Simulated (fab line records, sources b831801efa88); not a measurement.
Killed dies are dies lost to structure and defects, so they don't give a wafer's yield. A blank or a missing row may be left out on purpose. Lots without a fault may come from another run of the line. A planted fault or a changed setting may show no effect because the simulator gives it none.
fab line records | flow sky130
record lots=6 wafers=18 last_day=50
route steps=708 shown VIA2@521 METAL3@532 PAD_OPEN@708
lots that met no fault: from a run of the same line without faults
start_h: hours from the record's first day to the start of the lot's first wafer shown | wait_h: hours since the lot's step before | " the same as in the row above | L1.1+2: a row that stands for several wafers | - no value, or no start given | * or withheld: withheld | < > ~ a bound
route shown NAME@n: a module of which the file shows steps, and the number in the route of the first | usual: mean/standard deviation of fault-free wafers | same: alike in all rows | chamber/n: place in a boat | sites: the reading at each site | _std_site: their standard deviation | _edge_site: outer sites' mean less inner sites' | radius_mm: how far each site lies from the wafer's centre | mask NAME#n: copy n | behind: the tool/chamber that last shaped the wafer | hold: why the lot was held/for how many hours/how that ended | device: the transistor (n, p or np) that didn't switch | end of line: the same wafers' tests at the end of the route | a step without rows: its recipe alone | killed: dies lost to structure and defects at the first sort, not the wafer's yield | map: a wafer's dies, x killed, . not, _ none there
set.NAME: the setting as run; set.NAME@STEP: as run at that earlier step | model.NAME: the simulator's own value behind a step, which no gauge read
lots at some steps of the route; a table a step, a row a wafer
services: from which hour (start_h, from the record's first day; less than 0 if before it) a tool's chamber was out of use, for how many hours, and why
## steps
# step SKY_VIA2_ETCH_14
# recipe chemistry=N2/H2 target=BARC ion_energy_ev=200 source_w=500 bias_w=100 pressure_mtorr=30 n2_flow_sccm=100 h2_flow_sccm=200 stop_on=SiO2 time_s=45.9 target_depth_a=600
# usual drypump_motor_current_A=5.9/0.53 h2_flow_sccm=200.0/0.61 oes_product_au=0.856/0.0046 throttle_valve_pct=13.226/0.0087
# columns lot.wafer tool chamber start_h wait_h drypump_motor_current_A h2_flow_sccm oes_product_au rf_hours_counter_h throttle_valve_pct
L740.1 rie_diel-03 0 868.87 0.0 5.8 200.5 0.856 10 13.229
L740.4 " 2 " " 6.6 199.3 0.858 28 13.220
L740.6 " 1 " " 5.8 199.9 0.855 - 13.224
L752.1 rie_diel-01 2 969.18 0.0 6.4 200.2 0.860 26 13.237
L752.3 " 3 " " 5.6 201.0 0.859 21 13.224
L752.6 " 0 " " 4.9 199.9 0.856 - 13.238
L753.2 rie_diel-04 3 971.13 0.0 6.2 200.4 0.860 0 13.221
L753.5 " 0 " " 5.6 199.6 0.872 - 13.228
L753.6 " 2 " " 6.7 198.9 0.860 - 13.239
L755.3 rie_diel-04 2 993.67 0.0 6.7 200.6 0.863 10 13.236
L755.4 " 1 " " 6.1 200.4 0.855 0 13.214
L755.6 " 3 " " 6.3 200.4 0.864 - 13.228
L757.2 rie_diel-03 0 996.78 0.0 5.9 199.7 0.858 15 13.233
L757.4 " 1 " " 5.8 200.1 0.855 31 13.236
L757.6 " 2 " " 6.6 199.4 0.853 - 13.226
L759.1 rie_diel-01 3 1013.78 0.0 5.6 199.4 0.862 23 13.227
L759.4 " 1 " " 6.2 199.9 0.851 - 13.226
L759.6 " 3 " " 5.5 199.8 0.855 - 13.235
# step SKY_VIA2_ETCH_15
# recipe target=SiO2 chemistry=C4F8/O2/Ar target_depth_nm=546 stop_on=TiN mask_material=KrF-thick source_w=1500 bias_w=1200 pressure_mtorr=40 c4f8_flow_sccm=withheld O2_flow_sccm=6 Ar_flow_sccm=300 time_s=84
# usual oes_product_au=0.940/0.0052
# columns lot.wafer tool chamber start_h wait_h oes_product_au rf_hours_counter_h
L740.1 rie_diel-03 0 868.91 0.0 0.945 10
L740.4 " 2 " " 0.935 28
L740.6 " 1 " " 0.943 -
L752.1 rie_diel-01 2 969.23 0.0 0.942 26
L752.3 " 3 " " 0.932 21
L752.6 " 0 " " 0.928 -
L753.2 rie_diel-04 3 971.17 0.0 0.937 0
L753.5 " 0 " " 0.939 -
L753.6 " 2 " " 0.942 -
L755.3 rie_diel-04 2 993.71 0.0 0.935 10
L755.4 " 1 " " 0.934 0
L755.6 " 3 " " 0.940 -
L757.2 rie_diel-03 0 996.82 0.0 0.957 15
L757.4 " 1 " " 0.934 31
L757.6 " 2 " " 0.939 -
L759.1 rie_diel-01 3 1013.82 0.0 0.938 23
L759.4 " 1 " " 0.940 -
L759.6 " 3 " " 0.947 -
# step SKY_VIA2_STRIP_16
# recipe chemistry=O2/N2 power_w=1400 pressure_mtorr=1500 platen_temp_c=withheld o2_flow_sccm=3000 n2_flow_sccm=300 overash_fraction=0.5
# step SKY_VIA2_STRIP_17
# recipe chemistry=post_etch_residue_remover time_s=1200 temp_c=72.5
# step SKY_VIA2_CLEAN_18
# recipe chemistry=IPA time_s=180 temp_c=25
# step SKY_VIA2_CLEAN_19
# recipe chemistry=O3/DIW dry=n2_spin
# step SKY_VIA2_SPUTTER_20
# recipe material=TiN target_thk_nm=20 chamber_pressure_pa=5 power_w=4000 time_s=80
# step SKY_VIA2_CVD_21
# recipe material=W target_thk_nm=420 time_s=126.4 temp_c=400 pressure_torr=40
# usual chamber_pressure_Torr=39.99/0.1 heater_power_w=955/95
# columns lot.wafer tool chamber start_h wait_h chamber_pressure_Torr heater_power_w
L740.1 cvd_w-02 0 869.75 0.0 40.05 956
L740.4 " 0 " " 40.00 959
L740.6 " 1 " " 39.82 1066
L752.1 cvd_w-02 1 969.98 0.0 39.92 1056
L752.3 " 0 " " 40.03 981
L752.6 " 1 " " 39.86 1095
L753.2 cvd_w-02 0 971.89 0.0 40.08 972
L753.5 " 0 " " 40.02 987
L753.6 " 1 " " 40.03 1060
L755.3 cvd_w-02 1 994.47 0.1 40.03 1050
L755.4 " 0 " " 39.99 987
L755.6 " 0 " " 40.03 955
L757.2 cvd_w-01 0 997.64 0.0 39.99 796
L757.4 " 0 " " 39.83 789
L757.6 " 1 " " 39.89 1005
L759.1 cvd_w-01 1 1014.54 0.0 39.87 988
L759.4 " 1 " " 39.99 1014
L759.6 " 0 " " 40.01 791
# step SKY_VIA2_RS_MEAS_22
# recipe thk_meas_gauge=four-point-probe reads=W_of_VIA2_CVD_21+TiN_of_VIA2_SPUTTER_20
# usual VIA2_W_RS=0.270/0.0045
# columns lot.wafer tool chamber start_h wait_h VIA2_W_RS[ohm/sq]
L740.1 film_metro-03 - 869.88 0.1 0.271
L740.4 " - " " 0.273
L740.6 " - " " 0.268
L752.1 film_metro-04 - 970.11 0.1 0.264
L752.3 " - " " 0.268
L752.6 " - " " 0.261
L753.2 film_metro-03 - 972.04 0.1 0.270
L753.5 " - " " 0.272
L753.6 " - " " 0.265
L755.3 film_metro-04 - 994.60 0.1 0.271
L755.4 " - " " 0.271
L755.6 " - " " 0.277
L757.2 film_metro-01 - 997.79 0.1 0.265
L757.4 " - " " 0.261
L757.6 " - " " 0.258
L759.1 film_metro-01 - 1014.67 0.1 0.264
L759.4 " - " " 0.263
L759.6 " - " " 0.265
# step SKY_VIA2_THK_MEAS_23
# recipe thk_meas_gauge=xrf reads=W_of_VIA2_CVD_21
# usual VIA2_W_THK=431/8.4
# columns lot.wafer tool chamber start_h wait_h VIA2_W_THK[nm]
L740.1 film_metro-03 - 870.00 0.1 431
L740.4 " - " " 428
L740.6 " - " " 435
L752.1 film_metro-04 - 970.23 0.1 438
L752.3 " - " " 431
L752.6 " - " " 445
L753.2 film_metro-03 - 972.15 0.1 443
L753.5 " - " " 435
L753.6 " - " " 446
L755.3 film_metro-04 - 994.70 0.1 429
L755.4 " - " " 432
L755.6 " - " " 422
L757.2 film_metro-01 - 997.90 0.1 444
L757.4 " - " " 447
L757.6 " - " " 449
L759.1 film_metro-01 - 1014.79 0.1 445
L759.4 " - " " 447
L759.6 " - " " 443
# step SKY_VIA2_CMP_24
# recipe stop_on=SiO2 t_overpolish_s=20 down_force_psi=3.5 platen_rpm=60 target_thk_nm=0 pad_velocity_m_s=0.94248
# usual motor_current_A=10.9/1.2 overpolish_run_s=19.999/0.0094 time_to_endpoint_s=102/4.7
# columns lot.wafer tool chamber start_h wait_h motor_current_A overpolish_run_s time_to_endpoint_s
L740.1 cmp-01 0 870.06 0.1 10.5 20.019 102
L740.4 " 2 " " 13.4 19.985 100
L740.6 " 1 " " 10.1 20.000 99
L752.1 cmp-02 1 970.29 0.1 12.2 20.003 107
L752.3 " 3 " " 9.0 20.006 109
L752.6 " 1 " " 12.7 19.995 108
L753.2 cmp-01 1 972.25 0.1 9.5 20.002 106
L753.6 " 0 " " 10.5 19.991 108
L753.5 " 1 " " 10.2 20.002 104
L755.3 cmp-01 1 994.74 0.0 10.3 20.004 99
L755.4 " 2 " " 13.3 20.014 99
L755.6 " 2 " " 12.8 20.002 97
L757.2 cmp-02 2 997.95 0.0 9.8 20.000 105
L757.4 " 1 " " 12.3 20.006 113
L757.6 " 2 " " 10.8 19.986 111
L759.4 cmp-02 2 1014.90 0.1 10.9 19.979 111
L759.1 " 0 " " 10.3 20.000 113
L759.6 " 2 " " 10.1 20.011 107
# step SKY_METAL3_SPUTTER_00
# recipe material=Ti target_thk_nm=15 power_w=3000 time_s=10 chamber_pressure_pa=0.4
# step SKY_METAL3_SPUTTER_01
# recipe material=TiN target_thk_nm=20 power_w=6500 time_s=16.7 chamber_pressure_pa=0.4
# usual throttle_valve_pct=30.1/0.72
# columns lot.wafer tool chamber start_h wait_h throttle_valve_pct model.TiN_of_METAL3_SPUTTER_01.thk_nm
L740.1 pvd_sputter-04 - 870.38 0.0 31.2 19.98
L740.4 " - " " 29.5 19.98
L740.6 " - " " 31.3 20.05
L752.1 pvd_sputter-04 - 970.61 0.0 29.6 8.21
L752.3 " - " " 30.9 8.278
L752.6 " - " " 31.0 8.322
L753.2 pvd_sputter-04 - 972.52 0.0 29.4 8.027
L753.5 " - " " 30.7 8.204
L753.6 " - " " 29.7 8.175
L755.3 pvd_sputter-03 - 995.06 0.0 30.4 19.83
L755.4 " - " " 29.5 19.96
L755.6 " - " " 29.9 19.96
L757.2 pvd_sputter-02 - 998.28 0.0 30.4 20.17
L757.4 " - " " 30.3 19.94
L757.6 " - " " 30.2 20.04
L759.1 pvd_sputter-02 - 1015.17 0.0 30.2 20.16
L759.4 " - " " 29.9 20.36
L759.6 " - " " 30.3 20.04
# step SKY_METAL3_SPUTTER_02
# recipe material=AlCu target_thk_nm=735 power_w=10600 time_s=39.1 chamber_pressure_pa=0.4
# usual throttle_valve_pct=30.1/0.69
# columns lot.wafer tool chamber start_h wait_h throttle_valve_pct
L740.1 pvd_sputter-04 - 870.41 0.0 30.9
L740.4 " - " " 29.7
L740.6 " - " " 31.0
L752.1 pvd_sputter-04 - 970.64 0.0 29.5
L752.3 " - " " 30.9
L752.6 " - " " 30.8
L753.2 pvd_sputter-04 - 972.55 0.0 29.7
L753.5 " - " " 30.9
L753.6 " - " " 29.5
L755.3 pvd_sputter-03 - 995.08 0.0 30.1
L755.4 " - " " 29.6
L755.6 " - " " 29.4
L757.2 pvd_sputter-02 - 998.30 0.0 30.6
L757.4 " - " " 30.5
L757.6 " - " " 30.2
L759.1 pvd_sputter-02 - 1015.19 0.0 30.4
L759.4 " - " " 29.8
L759.6 " - " " 30.3
# step SKY_PAD_OPEN_PROBE_99
# usual defect_limited_yield=82.8/1.9 killed_at_M0_to_M3=42/6.9 killed_at_M4_up=3.2/1.7 killed_at_contacts=23/5.5 killed_at_front_end=16/4 killed_at_other=0.4/0.55 killed_dies=85/9.2 killed_open=46/6.8 killed_short=38/6.2 sort_bin_3_pad_short=0.9/0.4 sort_bin_5_function=10.2/1.5 sort_bin_6_memory=6.2/1.1 sort_n_pass=407/9.2 sort_yield_pct=82.8/1.9
# same gross_dies=492 killed_at_back_side=0 sort_bin_4_leakage[%]=0 sort_bin_8_speed[%]=0
# columns lot.wafer tool chamber start_h wait_h defect_limited_yield[%] killed_at_M0_to_M3 killed_at_M4_up killed_at_contacts killed_at_front_end killed_at_other killed_dies killed_open killed_short sort_bin_3_pad_short[%] sort_bin_5_function[%] sort_bin_6_memory[%] sort_n_pass sort_yield_pct[%]
L740.1 prober-02 - 1092.63 0.1 80.3 52 3 24 18 0 97 46 50 1.0 13.8 4.9 395 80.3
L740.4 prober-02 - 1092.78 0.2 76.6 57 8 36 14 0 115 66 49 1.6 13.6 8.1 377 76.6
L740.6 prober-02 - 1092.88 0.2 80.9 38 4 34 18 0 94 53 41 1.0 10.2 7.9 398 80.9
L753.2 prober-01 - 1171.51 0.1 81.3 40 5 36 11 0 92 54 38 1.6 9.3 7.7 400 81.3
L753.5 prober-01 - 1171.66 0.2 82.7 38 4 27 15 1 85 48 37 0.8 9.1 7.3 407 82.7
L753.6 prober-01 - 1171.71 0.2 79.5 50 2 31 17 1 101 61 40 0.6 12.8 7.1 391 79.5
# killed by level:class
L740.1 VIA2:geometric_particle:open=10 METAL1:geometric_particle:short=8 CONTACT:geometric_particle:short=7 VIA3:geometric_particle:open=7 LI_CONTACT:geometric_particle:open=6 METAL2:geometric_particle:short=6 LOCAL_INTERCONNECT:geometric_particle:short=5 VIA1:geometric_particle:open=5
L740.4 CONTACT:geometric_particle:open=14 VIA1:geometric_particle:open=10 VIA3:geometric_particle:open=10 LI_CONTACT:geometric_particle:open=9 METAL1:geometric_particle:short=9 VIA1:geometric_particle:short=8 VIA2:geometric_particle:open=8 METAL4:geometric_particle:short=7
L740.6 CONTACT:geometric_particle:open=13 CONTACT:geometric_particle:short=8 VIA1:geometric_particle:open=6 METAL1:geometric_particle:short=6 VIA3:geometric_particle:open=6 LOCAL_INTERCONNECT:geometric_particle:short=5 POLY_GATE:geometric_particle:open=4 SPACER:geometric_particle:open=4
L753.2 VIA1:geometric_particle:open=16 CONTACT:geometric_particle:open=16 CONTACT:geometric_particle:short=10 LI_CONTACT:geometric_particle:open=6 FIELD_ISO:geometric_particle:short=5 VIA2:geometric_particle:open=4 VIA1:geometric_particle:short=4 METAL2:geometric_particle:short=4
L753.5 CONTACT:geometric_particle:open=15 METAL2:geometric_particle:short=8 LI_CONTACT:geometric_particle:open=6 VIA2:geometric_particle:open=6 VIA1:geometric_particle:open=5 VIA1:geometric_particle:short=5 FIELD_ISO:geometric_particle:open=4 POLY_GATE:geometric_particle:open=4
L753.6 VIA1:geometric_particle:open=14 CONTACT:geometric_particle:open=12 LI_CONTACT:geometric_particle:open=11 VIA3:geometric_particle:open=7 METAL1:geometric_particle:short=6 VIA1:geometric_particle:short=6 FIELD_ISO:geometric_particle:short=5 METAL2:geometric_particle:short=5
## services
# columns tool chamber start_h hours kind
pvd_sputter-04 - 847.65 3.6 repair
rie_diel-01 - 852.33 0.3 repair
cmp-02 - 862.43 21.5 repair
rie_diel-04 1 867.16 2.7 repair
cmp-01 - 883.16 2.1 repair
rie_diel-03 - 883.62 0.6 repair
rie_diel-04 3 886.88 6.3 repair
rie_diel-03 1 890.81 6.4 repair
cmp-02 - 894.13 1.2 repair
cmp-01 - 900.75 5.7 repair
rie_diel-01 - 901.04 2.8 pm
cmp-02 - 905.50 1.2 repair
cmp-02 - 910.89 6.7 repair
cmp-01 - 912.45 4.0 pm
rie_diel-04 3 918.26 13.4 repair
cmp-01 - 920.24 1.6 repair
rie_diel-04 1 931.60 15.4 repair
cvd_w-02 1 935.26 21.4 repair
rie_diel-04 0 940.71 10.3 repair
cmp-01 - 952.05 1.2 repair
rie_diel-01 - 955.42 3.6 repair
cmp-01 - 989.18 4.0 pm
rie_diel-04 - 1004.02 4.3 pm
cmp-02 - 1011.06 0.4 repair
## key
first_sign none at tools or gauges
model_effect step=SKY_METAL3_SPUTTER_01 value=TiN_of_METAL3_SPUTTER_01.thk_nm without=19.93 struck=8.203
met_at SKY_METAL3_SPUTTER_01
struck_wafers L752.1,L752.3,L752.6,L753.2,L753.5,L753.6
onset_between 870.38 970.61
fault kind=process_parameter_drift tool=pvd_sputter-04 chamber=- onset_h=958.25 steps=SKY_METAL3_SPUTTER_01 channel=target_thk_nm offset=-11.728 shape=step end_h=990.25 acts_in=these_recipes_only stated=20
